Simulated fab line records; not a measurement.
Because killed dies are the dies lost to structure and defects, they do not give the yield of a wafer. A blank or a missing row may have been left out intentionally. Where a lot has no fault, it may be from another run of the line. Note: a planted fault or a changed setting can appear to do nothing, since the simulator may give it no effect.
fab line records	flow gf180mcu	part 1 of 2: steps 1 to 42 of 44
[record] lots = 6	wafers = 18	last_day = 34
route steps=602 shown HV_LDD@218 NSD@235 PSD@248 PASSIVATION@602
lots untouched by any fault: they come from a run of this same line in which no faults occurred
start_h: hours from the record's opening day to when the first of the lot's shown wafers began	wait_h: hours since the lot's step before	" unchanged from the row above	L1.1+2: a single row standing in for several wafers	- no value present, or no start provided	* or withheld: withheld	< > ~ a bound
route shown NAME@n: a module of which the file shows steps, and the number in the route of the first	usual: mean and standard deviation over wafers with no fault	same: alike in all rows	chamber/n: place in a boat	sites: readings site by site	_std_site: standard deviation across them	_edge_site: mean of outer sites minus mean of inner sites	radius_mm: how far each site lies from the wafer's centre	mask NAME#n: copy n	behind: the last tool/chamber to shape the wafer	hold: reason for holding the lot/hours on hold/outcome of the hold	device: transistor that didn't switch, given as n, p or np	end of line: the route-end tests of the same wafers	step lacking rows: just its recipe	killed: at the first sort, the dies lost to defects and structure; wafer yield is something else	map: a wafer's dies, marking killed ones x, the rest . and places with no die _
set.NAME: the run value of the setting; set.NAME@STEP: its run value at that earlier step	model.NAME: the simulator's own value behind a step, which no gauge read
certain route steps with their lots: each step a table, each wafer a row
services: from which hour (start_h, from the record's first day; less than 0 if before it) a tool's chamber was out of use, for how many hours, and why
[[steps]]
[step GF_HV_LDD_SOFTBAKE_42]
[recipe] temp_c = 90	time_s = 60	resist = NOVOLAK
[step GF_HV_LDD_EXPOSE_43]
[recipe] mask_id = Pplus_HV_AREA	target_cd_nm = 400	na = 0.6	source_shape = conventional	sigma_outer = 0.6	dose_mj = 140
[step GF_HV_LDD_PEB_44]
[recipe] temp_c = withheld	time_s = *	resist = NOVOLAK
[step GF_HV_LDD_DEVELOP_45]
[recipe] develop_time_s = 60	dev_temp_c = 23
[step GF_HV_LDD_CD_MEAS_46]
[recipe] target_cd_nm = 400
[usual] cd_nm = 400.2/2.3
lot.wafer	tool	chamber	start_h	wait_h	cd_nm
L182.3	cd_sem-02	-	345.54	0.1	397.8
L182.5	"	-	"	"	396.6
L182.6	"	-	"	"	397.0
L186.4	cd_sem-01	-	377.47	0.1	399.7
L186.5	"	-	"	"	402.1
L186.6	"	-	"	"	401.6
L187.1	cd_sem-01	-	385.35	0.1	397.2
L187.3	"	-	"	"	396.7
L187.6	"	-	"	"	396.3
L190.1	cd_sem-02	-	417.35	0.1	399.8
L190.3	"	-	"	"	400.8
L190.5	"	-	"	"	401.2
L191.1	cd_sem-02	-	418.51	0.1	398.7
L191.3	"	-	"	"	396.5
L191.4	"	-	"	"	395.9
L196.3	cd_sem-01	-	460.74	0.1	399.3
L196.4	"	-	"	"	398.1
L196.5	"	-	"	"	397.8
[step GF_HV_LDD_OVL_MEAS_47]
[usual] HV_LDD_03_OVL = 0.0/1.4
lot.wafer	tool	chamber	start_h	wait_h	HV_LDD_03_OVL[nm]
L182.3	overlay-01	-	345.63	0.1	-0.8
L182.5	"	-	"	"	-0.3
L182.6	"	-	"	"	-0.9
L186.4	overlay-01	-	377.55	0.1	0.9
L186.5	"	-	"	"	0.6
L186.6	"	-	"	"	0.2
L187.1	overlay-02	-	385.47	0.1	0.1
L187.3	"	-	"	"	0.6
L187.6	"	-	"	"	0.1
L190.1	overlay-02	-	417.47	0.1	0.9
L190.3	"	-	"	"	0.2
L190.5	"	-	"	"	0.8
L191.1	overlay-02	-	418.63	0.1	0.0
L191.3	"	-	"	"	1.9
L191.4	"	-	"	"	0.3
L196.3	overlay-01	-	460.83	0.1	-0.5
L196.4	"	-	"	"	-0.5
L196.5	"	-	"	"	-1.3
[step GF_HV_LDD_IMPLANT_48]
[recipe] species = B	energy_kev = 25	dose_cm2 = 3e+13	tilt_deg = 7
[step GF_HV_LDD_STRIP_49]
[recipe] chemistry = O2/N2	power_w = 1400	pressure_mtorr = 1500	platen_temp_c = 250	o2_flow_sccm = 3000	n2_flow_sccm = 300	overash_fraction = 0.5
[usual] drypump_motor_current_A = 5.9/0.42	heater_power_w = 315/14	oes_product_au = 0.716/0.0046	strip_time_to_endpoint_s = 12.62/0.038
lot.wafer	tool	chamber	start_h	wait_h	drypump_motor_current_A	heater_power_w	oes_product_au	rf_hours_counter_h	strip_time_to_endpoint_s
L182.3	plasma_asher-03	0	345.84	0.1	5.9	311	0.723	-	12.66
L182.5	"	1	"	"	5.1	296	0.715	-	12.72
L182.6	"	0	"	"	5.9	317	0.718	-	12.68
L186.4	plasma_asher-04	1	377.75	0.1	6.2	309	0.707	-	12.64
L186.5	"	1	"	"	6.2	302	0.714	-	12.61
L186.6	"	0	"	"	6.3	340	0.712	-	12.58
L187.1	plasma_asher-03	0	385.65	0.1	5.9	304	0.712	77	12.55
L187.3	"	1	"	"	5.1	285	0.719	-	12.60
L187.6	"	0	"	"	5.9	327	0.723	-	12.59
L190.1	plasma_asher-04	1	417.65	0.1	6.2	312	0.720	78	12.59
L190.3	"	0	"	"	6.2	335	0.721	-	12.63
L190.5	"	0	"	"	6.2	328	0.712	-	12.58
L191.1	plasma_asher-04	1	418.81	0.1	6.2	306	0.711	78	12.62
L191.3	"	1	"	"	6.2	311	0.712	-	12.63
L191.4	"	0	"	"	6.3	330	0.715	-	12.63
L196.3	plasma_asher-04	1	461.04	0.1	6.2	312	0.715	-	12.56
L196.4	"	0	"	"	6.3	333	0.709	-	12.59
L196.5	"	1	"	"	6.3	316	0.706	-	12.61
[step GF_HV_LDD_TW_MEAS_50]
[usual] HV_LDD_4_TW = 566/5.8
lot.wafer	tool	chamber	start_h	wait_h	HV_LDD_4_TW
L182.3	film_metro-02	-	345.93	0.1	562
L182.5	"	-	"	"	562
L182.6	"	-	"	"	565
L186.4	film_metro-01	-	377.84	0.1	571
L186.5	"	-	"	"	574
L186.6	"	-	"	"	572
L187.1	film_metro-04	-	385.75	0.1	555
L187.3	"	-	"	"	555
L187.6	"	-	"	"	556
L190.1	film_metro-04	-	417.75	0.1	553
L190.3	"	-	"	"	552
L190.5	"	-	"	"	552
L191.1	film_metro-02	-	418.91	0.1	565
L191.3	"	-	"	"	563
L191.4	"	-	"	"	563
L196.3	film_metro-01	-	461.12	0.1	568
L196.4	"	-	"	"	573
L196.5	"	-	"	"	571
[step GF_HV_LDD_CLEAN_51]
[recipe] chemistry = SC1/SC2	mix = 1:4:20	temp_c = 70	time_s = 150	dry = n2_spin
[step GF_HV_LDD_RTA_52]
[recipe] temp_c = 1000	time_s = 10	ambient = N2
[usual] anneal_temp_c_max = 1004.5/0.96	lamp_power_pct = 32/3.2	wafer_temp_C_max = 1004.9/1.1
lot.wafer	tool	chamber	start_h	wait_h	anneal_temp_c_max	lamp_power_pct	wafer_temp_C_max
L182.3	rtp_anneal-01	0	346.10	0.0	1002.9	28	1006.0
L182.5	"	0	"	"	1004.6	28	1006.1
L182.6	"	0	"	"	1003.6	28	1006.4
L186.4	rtp_anneal-02	0	377.96	0.0	1003.9	34	1003.6
L186.5	"	0	"	"	1004.4	34	1003.9
L186.6	"	0	"	"	1003.8	34	1002.8
L187.1	rtp_anneal-02	0	385.86	0.0	1004.0	34	1004.2
L187.3	"	0	"	"	1004.3	34	1004.7
L187.6	"	0	"	"	1005.0	34	1004.3
L190.1	rtp_anneal-01	0	417.86	0.0	1004.0	28	1003.9
L190.3	"	0	"	"	1003.4	28	1003.4
L190.5	"	0	"	"	1004.5	28	1006.4
L191.1	rtp_anneal-01	0	419.02	0.0	1004.0	28	1004.5
L191.3	"	0	"	"	1003.3	28	1004.8
L191.4	"	0	"	"	1004.3	28	1005.0
L196.3	rtp_anneal-02	0	461.23	0.0	1004.5	34	1004.3
L196.4	"	0	"	"	1004.4	34	1004.1
L196.5	"	0	"	"	1003.8	34	1003.9
[step GF_HV_LDD_RS_MEAS_53]
[recipe] thk_meas_gauge = four-point-probe
[usual] HV_LDD_RS = 419.3/0.94
lot.wafer	tool	chamber	start_h	wait_h	HV_LDD_RS[ohm/sq]
L182.3	film_metro-04	-	346.18	0.1	418.4
L182.5	"	-	"	"	418.3
L182.6	"	-	"	"	418.7
L186.4	film_metro-04	-	378.05	0.1	418.9
L186.5	"	-	"	"	419.1
L186.6	"	-	"	"	420.7
L187.1	film_metro-02	-	385.93	0.1	418.8
L187.3	"	-	"	"	419.7
L187.6	"	-	"	"	419.9
L190.1	film_metro-02	-	417.93	0.1	416.9
L190.3	"	-	"	"	417.8
L190.5	"	-	"	"	416.7
L191.1	film_metro-01	-	419.09	0.1	419.4
L191.3	"	-	"	"	418.5
L191.4	"	-	"	"	420.3
L196.3	film_metro-04	-	461.38	0.1	418.6
L196.4	"	-	"	"	419.4
L196.5	"	-	"	"	419.5
[step GF_HV_LDD_CVD_54]
[recipe] material = SiO2	target_thk_nm = 10	precursor = TEOS	temp_c = 680	time_s = 75	pressure_mtorr = 400
[usual] susceptor_temp_C = 680.0/0.37
lot.wafer	tool	chamber	start_h	wait_h	susceptor_temp_C	model.SiO2_of_HV_LDD_CVD_54.thk_nm
L182.3	lpcvd-01	0	346.26	0.1	679.8	9.905
L182.5	"	0	"	"	680.0	9.946
L182.6	"	0	"	"	679.8	10.02
L186.4	lpcvd-02	0	378.11	0.0	680.0	7.655
L186.5	"	0	"	"	679.9	7.697
L186.6	"	0	"	"	680.6	7.813
L187.1	lpcvd-02	1	386.05	0.1	679.4	7.755
L187.3	"	1	"	"	679.4	7.849
L187.6	"	1	"	"	679.5	7.861
L190.1	lpcvd-01	0	418.05	0.1	679.8	10.06
L190.3	"	0	"	"	680.4	10.03
L190.5	"	0	"	"	679.9	10.04
L191.1	lpcvd-01	1	419.21	0.1	680.1	9.889
L191.3	"	1	"	"	679.7	10.01
L191.4	"	1	"	"	680.0	9.903
L196.3	lpcvd-02	1	461.46	0.1	680.1	10.04
L196.4	"	1	"	"	679.8	9.855
L196.5	"	1	"	"	680.4	9.983
[step GF_HV_LDD_THK_MEAS_55]
[recipe] reads = SiO2_of_HV_LDD_CVD_54
[usual] HV_LDD_CVD_54_THK = 9.99/0.17
lot.wafer	tool	chamber	start_h	wait_h	HV_LDD_CVD_54_THK[nm]
L182.3	film_metro-02	-	347.30	0.0	9.91
L182.5	"	-	"	"	10.01
L182.6	"	-	"	"	10.05
L186.4	film_metro-02	-	379.16	0.0	7.67
L186.5	"	-	"	"	7.64
L186.6	"	-	"	"	7.85
L187.1	film_metro-04	-	387.07	0.0	7.69
L187.3	"	-	"	"	7.85
L187.6	"	-	"	"	7.86
L190.1	film_metro-04	-	419.07	0.0	10.07
L190.3	"	-	"	"	9.98
L190.5	"	-	"	"	10.04
L191.1	film_metro-04	-	420.23	0.0	9.86
L191.3	"	-	"	"	10.00
L191.4	"	-	"	"	9.91
L196.3	film_metro-04	-	462.50	0.0	10.04
L196.4	"	-	"	"	9.85
L196.5	"	-	"	"	9.97
[step GF_HV_LDD_CVD_56]
[recipe] material = Si3N4	precursor = DCS/NH3	target_thk_nm = 90	temp_c = 770	time_s = 1543	pressure_mtorr = 250
[step GF_HV_LDD_THK_MEAS_57]
[recipe] reads = Si3N4_of_HV_LDD_CVD_56
[usual] HV_LDD_CVD_56_THK = 89.9/0.98
lot.wafer	tool	chamber	start_h	wait_h	HV_LDD_CVD_56_THK[nm]
L182.3	film_metro-04	-	348.79	0.0	89.6
L182.5	"	-	"	"	88.7
L182.6	"	-	"	"	89.3
L186.4	film_metro-04	-	380.65	0.0	89.9
L186.5	"	-	"	"	90.0
L186.6	"	-	"	"	90.1
L187.1	film_metro-01	-	388.56	0.0	89.5
L187.3	"	-	"	"	89.2
L187.6	"	-	"	"	89.3
L190.1	film_metro-04	-	420.56	0.0	90.3
L190.3	"	-	"	"	90.2
L190.5	"	-	"	"	91.1
L191.1	film_metro-02	-	421.72	0.0	90.0
L191.3	"	-	"	"	90.1
L191.4	"	-	"	"	90.1
L196.3	film_metro-01	-	463.99	0.0	89.6
L196.4	"	-	"	"	90.1
L196.5	"	-	"	"	90.2
[step GF_HV_LDD_ETCHBACK_58]
[recipe] chemistry = CH3F/O2	target = Si3N4	stop_on = SiO2	source_w = 400	bias_w = 80	pressure_mtorr = 25	ch3f_flow_sccm = 40	O2_flow_sccm = 30	time_s = 100	target_depth_a = 900
[usual] ch3f_flow_sccm = 40.00/0.11	drypump_motor_current_A = 5.8/0.4	oes_product_au = 0.842/0.007	throttle_valve_pct = 10.560/0.0089
lot.wafer	tool	chamber	start_h	wait_h	ch3f_flow_sccm	drypump_motor_current_A	oes_product_au	rf_hours_counter_h	throttle_valve_pct
L182.3	rie_diel-03	3	348.83	0.0	39.89	6.0	0.841	115	10.559
L182.5	"	1	"	"	39.99	6.2	0.837	-	10.562
L182.6	"	0	"	"	39.85	6.6	0.843	-	10.549
L186.4	rie_diel-01	0	380.68	0.0	40.00	5.9	0.842	42	10.543
L186.5	"	2	"	"	39.96	6.2	0.851	-	10.568
L186.6	"	3	"	"	39.94	5.2	0.839	-	10.556
L187.1	rie_diel-01	0	388.62	0.1	40.12	5.9	0.839	42	10.553
L187.3	"	2	"	"	40.09	6.2	0.841	2	10.557
L187.6	"	1	"	"	39.96	5.7	0.842	-	10.547
L190.1	rie_diel-01	0	420.62	0.1	39.88	5.9	0.846	43	10.567
L190.3	"	3	"	"	40.12	5.2	0.844	53	10.559
L190.5	"	3	"	"	39.92	5.2	0.854	-	10.550
L191.1	rie_diel-04	0	421.78	0.1	40.03	5.7	0.832	35	10.546
L191.3	"	1	"	"	40.02	5.6	0.843	34	10.567
L191.4	"	2	"	"	39.82	5.3	0.838	105	10.562
L196.3	rie_diel-01	2	464.03	0.0	39.93	6.2	0.838	3	10.557
L196.4	"	1	"	"	40.01	5.7	0.844	96	10.562
L196.5	"	0	"	"	39.84	5.9	0.839	-	10.565
[step GF_NSD_DEHYDRATE_00]
[recipe] temp_c = 200	time_s = 60
[step GF_NSD_HMDS_01]
[recipe] prime_time_s = 60	prime_temp_c = 120
[step GF_NSD_COAT_02]
[recipe] resist = NOVOLAK	spin_rpm = 2939	resist_thk_nm = 1000
[step GF_NSD_SOFTBAKE_03]
[recipe] temp_c = 90	time_s = 60	resist = NOVOLAK
[step GF_NSD_EXPOSE_04]
[recipe] mask_id = Nplus	target_cd_nm = 400	na = 0.6	source_shape = conventional	sigma_outer = 0.6	dose_mj = 140
[step GF_NSD_PEB_05]
[recipe] temp_c = withheld	time_s = *	resist = NOVOLAK
[step GF_NSD_DEVELOP_06]
[recipe] develop_time_s = 60	dev_temp_c = 23
[step GF_NSD_CD_MEAS_07]
[recipe] target_cd_nm = 400
[usual] cd_nm = 398.8/2
lot.wafer	tool	chamber	start_h	wait_h	cd_nm
L182.3	cd_sem-01	-	370.69	0.1	398.0
L182.5	"	-	"	"	397.5
L182.6	"	-	"	"	397.5
L186.4	cd_sem-02	-	403.82	0.1	401.2
L186.5	"	-	"	"	400.5
L186.6	"	-	"	"	402.0
L187.1	cd_sem-01	-	411.75	0.1	398.0
L187.3	"	-	"	"	396.8
L187.6	"	-	"	"	398.1
L190.1	cd_sem-01	-	445.25	0.1	397.0
L190.3	"	-	"	"	397.7
L190.5	"	-	"	"	399.1
L191.1	cd_sem-02	-	446.45	0.1	403.3
L191.3	"	-	"	"	402.4
L191.4	"	-	"	"	400.6
L196.3	cd_sem-01	-	488.20	0.1	397.3
L196.4	"	-	"	"	396.6
L196.5	"	-	"	"	396.9
[step GF_NSD_OVL_MEAS_08]
[usual] NSD_OVL = 0.3/1.5
lot.wafer	tool	chamber	start_h	wait_h	NSD_OVL[nm]
L182.3	overlay-02	-	370.78	0.1	-0.2
L182.5	"	-	"	"	1.2
L182.6	"	-	"	"	0.9
L186.4	overlay-02	-	403.90	0.1	2.6
L186.5	"	-	"	"	3.3
L186.6	"	-	"	"	2.9
L187.1	overlay-01	-	411.87	0.1	0.6
L187.3	"	-	"	"	2.5
L187.6	"	-	"	"	1.6
L190.1	overlay-01	-	445.37	0.1	-0.3
L190.3	"	-	"	"	-1.6
L190.5	"	-	"	"	-0.8
L191.1	overlay-01	-	446.57	0.1	0.0
L191.3	"	-	"	"	-2.2
L191.4	"	-	"	"	-1.4
L196.3	overlay-02	-	488.29	0.1	-0.6
L196.4	"	-	"	"	-0.5
L196.5	"	-	"	"	-1.9
[step GF_NSD_IMPLANT_09]
[recipe] species = As	energy_kev = 60	dose_cm2 = 4e+15	tilt_deg = 7
[step GF_NSD_IMPLANT_10]
[recipe] species = P	energy_kev = 40	dose_cm2 = 5e+14	tilt_deg = 7
[step GF_NSD_STRIP_11]
[recipe] chemistry = O2/N2	power_w = 1400	pressure_mtorr = 1500	platen_temp_c = 250	o2_flow_sccm = 3000	n2_flow_sccm = 300	overash_fraction = 0.5
[usual] drypump_motor_current_A = 5.8/0.51	heater_power_w = 307/28	oes_product_au = 0.489/0.0045	strip_time_to_endpoint_s = 23.07/0.042
lot.wafer	tool	chamber	start_h	wait_h	drypump_motor_current_A	heater_power_w	oes_product_au	rf_hours_counter_h	strip_time_to_endpoint_s
L182.3	plasma_asher-04	1	371.14	0.1	6.2	313	0.491	-	23.12
L182.5	"	1	"	"	6.2	315	0.489	-	23.12
L182.6	"	0	"	"	6.3	327	0.485	-	23.10
L186.4	plasma_asher-04	0	404.25	0.1	6.3	334	0.488	-	23.03
L186.5	"	0	"	"	6.3	345	0.489	-	23.03
L186.6	"	1	"	"	6.2	314	0.493	-	23.03
L187.1	plasma_asher-03	0	412.21	0.1	5.8	307	0.493	81	23.01
L187.3	"	0	"	"	5.9	314	0.489	-	23.08
L187.6	"	1	"	"	5.1	287	0.486	-	23.08
L190.1	plasma_asher-03	1	445.71	0.1	5.1	300	0.494	1	23.06
L190.3	"	0	"	"	5.9	323	0.495	-	23.12
L190.5	"	1	"	"	5.1	300	0.487	-	23.08
L191.1	plasma_asher-04	1	446.91	0.1	6.3	311	0.491	81	23.10
L191.3	"	1	"	"	6.2	301	0.494	-	23.15
L191.4	"	0	"	"	6.3	330	0.488	-	23.15
L196.3	plasma_asher-01	0	488.65	0.1	6.2	246	0.480	-	23.11
L196.4	"	1	"	"	5.1	334	0.490	-	23.07
L196.5	"	0	"	"	6.2	246	0.486	-	23.04
[step GF_NSD_TW_MEAS_12]
[usual] NSD_TW = 4286/65
lot.wafer	tool	chamber	start_h	wait_h	NSD_TW
L182.3	film_metro-03	-	371.22	0.1	4355
L182.5	"	-	"	"	4348
L182.6	"	-	"	"	4355
L186.4	film_metro-01	-	404.34	0.1	4243
L186.5	"	-	"	"	4238
L186.6	"	-	"	"	4256
L187.1	film_metro-03	-	412.31	0.1	4341
L187.3	"	-	"	"	4329
L187.6	"	-	"	"	4334
L190.1	film_metro-04	-	445.81	0.1	4201
L190.3	"	-	"	"	4172
L190.5	"	-	"	"	4186
L191.1	film_metro-03	-	447.01	0.1	4353
L191.3	"	-	"	"	4329
L191.4	"	-	"	"	4367
L196.3	film_metro-03	-	488.73	0.1	4336
L196.4	"	-	"	"	4305
L196.5	"	-	"	"	4348
[step GF_PSD_DEHYDRATE_00]
[recipe] temp_c = 200	time_s = 60
[step GF_PSD_HMDS_01]
[recipe] prime_time_s = 60	prime_temp_c = 120
[step GF_PSD_COAT_02]
[recipe] resist = NOVOLAK	spin_rpm = 3000	resist_thk_nm = 1000
[step GF_PSD_SOFTBAKE_03]
[recipe] temp_c = 90	time_s = 61.61	resist = NOVOLAK
[usual] plate_sensor_t_centre_C = 90.758/0.011	plate_sensor_t_edge_C = 90.829/0.01
lot.wafer	tool	chamber	start_h	wait_h	plate_sensor_t_centre_C	plate_sensor_t_edge_C
L182.3	litho_track-04	0	382.70	0.1	90.756	90.828
L182.5	"	0	"	"	90.755	90.822
L182.6	"	0	"	"	90.756	90.823
L186.4	litho_track-03	0	416.53	0.1	90.780	90.812
L186.5	"	0	"	"	90.758	90.822
L186.6	"	0	"	"	90.761	90.837
L187.1	litho_track-04	0	423.80	0.1	90.751	90.825
L187.3	"	0	"	"	90.758	90.841
L187.6	"	0	"	"	90.766	90.836
L190.1	litho_track-02	0	457.55	0.1	90.779	90.822
L190.3	"	0	"	"	90.737	90.833
L190.5	"	0	"	"	90.765	90.835
L191.1	litho_track-02	0	459.55	0.1	90.769	90.824
L191.3	"	0	"	"	90.751	90.830
L191.4	"	0	"	"	90.743	90.851
L196.3	litho_track-02	0	500.35	0.1	90.742	90.818
L196.4	"	0	"	"	90.761	90.817
L196.5	"	0	"	"	90.754	90.824
[step GF_PSD_EXPOSE_04]
[recipe] mask_id = Pplus	target_cd_nm = 400	na = 0.6	source_shape = conventional	sigma_outer = 0.6	dose_mj = 140
[step GF_PSD_PEB_05]
[recipe] temp_c = withheld	time_s = *	resist = NOVOLAK
[step GF_PSD_DEVELOP_06]
[recipe] develop_time_s = 60	dev_temp_c = 23
[step GF_PSD_CD_MEAS_07]
[recipe] target_cd_nm = 400
[usual] cd_nm = 400.0/2
lot.wafer	tool	chamber	start_h	wait_h	cd_nm
L182.3	cd_sem-01	-	394.69	0.1	401.6
L182.5	"	-	"	"	399.3
L182.6	"	-	"	"	398.0
L186.4	cd_sem-01	-	428.76	0.1	401.0
L186.5	"	-	"	"	400.5
L186.6	"	-	"	"	400.4
L187.1	cd_sem-02	-	436.15	0.1	401.5
L187.3	"	-	"	"	400.3
L187.6	"	-	"	"	399.1
L190.1	cd_sem-02	-	469.95	0.1	399.7
L190.3	"	-	"	"	399.4
L190.5	"	-	"	"	397.4
L191.1	cd_sem-02	-	471.30	0.1	398.6
L191.3	"	-	"	"	396.3
L191.4	"	-	"	"	399.2
L196.3	cd_sem-01	-	511.95	0.1	400.2
L196.4	"	-	"	"	400.5
L196.5	"	-	"	"	399.1
[step GF_PSD_OVL_MEAS_08]
[usual] PSD_OVL = 0.3/1.2
lot.wafer	tool	chamber	start_h	wait_h	PSD_OVL[nm]
L182.3	overlay-01	-	394.78	0.1	-0.4
L182.5	"	-	"	"	-1.0
L182.6	"	-	"	"	-0.6
L186.4	overlay-01	-	428.84	0.1	0.7
L186.5	"	-	"	"	0.0
L186.6	"	-	"	"	1.6
L187.1	overlay-01	-	436.27	0.1	-2.4
L187.3	"	-	"	"	-0.8
L187.6	"	-	"	"	-2.1
L190.1	overlay-01	-	470.07	0.1	0.2
L190.3	"	-	"	"	0.9
L190.5	"	-	"	"	-0.6
L191.1	overlay-01	-	471.42	0.1	0.7
L191.3	"	-	"	"	1.7
L191.4	"	-	"	"	0.5
L196.3	overlay-01	-	512.04	0.1	0.6
L196.4	"	-	"	"	-0.3
L196.5	"	-	"	"	0.4
[step GF_PSD_IMPLANT_09]
[recipe] species = BF2	energy_kev = 40	dose_cm2 = 1.5e+15	tilt_deg = 7
[step GF_PSD_STRIP_10]
[recipe] chemistry = O2/N2	power_w = 1400	pressure_mtorr = 1500	platen_temp_c = 250	o2_flow_sccm = 3000	n2_flow_sccm = 300	overash_fraction = 0.5
[step GF_PSD_TW_MEAS_11]
[usual] PSD_TW = 3207/50
lot.wafer	tool	chamber	start_h	wait_h	PSD_TW
L182.3	film_metro-01	-	395.07	0.1	3197
L182.5	"	-	"	"	3173
L182.6	"	-	"	"	3200
L186.4	film_metro-03	-	429.14	0.1	3242
L186.5	"	-	"	"	3235
L186.6	"	-	"	"	3231
L187.1	film_metro-03	-	436.55	0.1	3271
L187.3	"	-	"	"	3255
L187.6	"	-	"	"	3282
L190.1	film_metro-01	-	470.36	0.1	3200
L190.3	"	-	"	"	3198
L190.5	"	-	"	"	3185
L191.1	film_metro-01	-	471.73	0.1	3198
L191.3	"	-	"	"	3196
L191.4	"	-	"	"	3192
L196.3	film_metro-01	-	512.33	0.1	3153
L196.4	"	-	"	"	3162
L196.5	"	-	"	"	3161
[[key]]
[first_sign] step = GF_HV_LDD_THK_MEAS_55	reading = HV_LDD_CVD_54_THK	direction = down	sigmas = 13	usual = 9.99	struck = 7.76
effect none on later readings
[model_effect] step = GF_HV_LDD_CVD_54	value = SiO2_of_HV_LDD_CVD_54.thk_nm	without = 10.07	struck = 7.771
[model_effect] step = GF_PSD_CLEAN_12	value = SiO2_of_HV_LDD_CVD_54.thk_nm	without = 6.858	struck = 4.564
[model_effect] step = GF_PASSIVATION_PROBE_99	value = etest.pplus_u.rs_ohm_sq	without = 185.4	struck = 180.3
met_at GF_HV_LDD_CVD_54
struck_wafers L186.4,L186.5,L186.6,L187.1,L187.3,L187.6
tester_left_out L186,L187
[fault] kind = process_parameter_drift	tool = lpcvd-02	chamber = -	onset_h = 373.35	steps = GF_HV_LDD_CVD_54	channel = target_thk_nm	offset = -2.2945	shape = step	end_h = 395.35	acts_in = these_recipes_only	stated = 10
// tester_left_out: of these lots the tester's yield and bins aren't shown, on N5 and GAA mostly nor the transistor test; their killed dies are dies lost to structure and defects alone, not to doping, threshold or leakage, so they don't give the yield
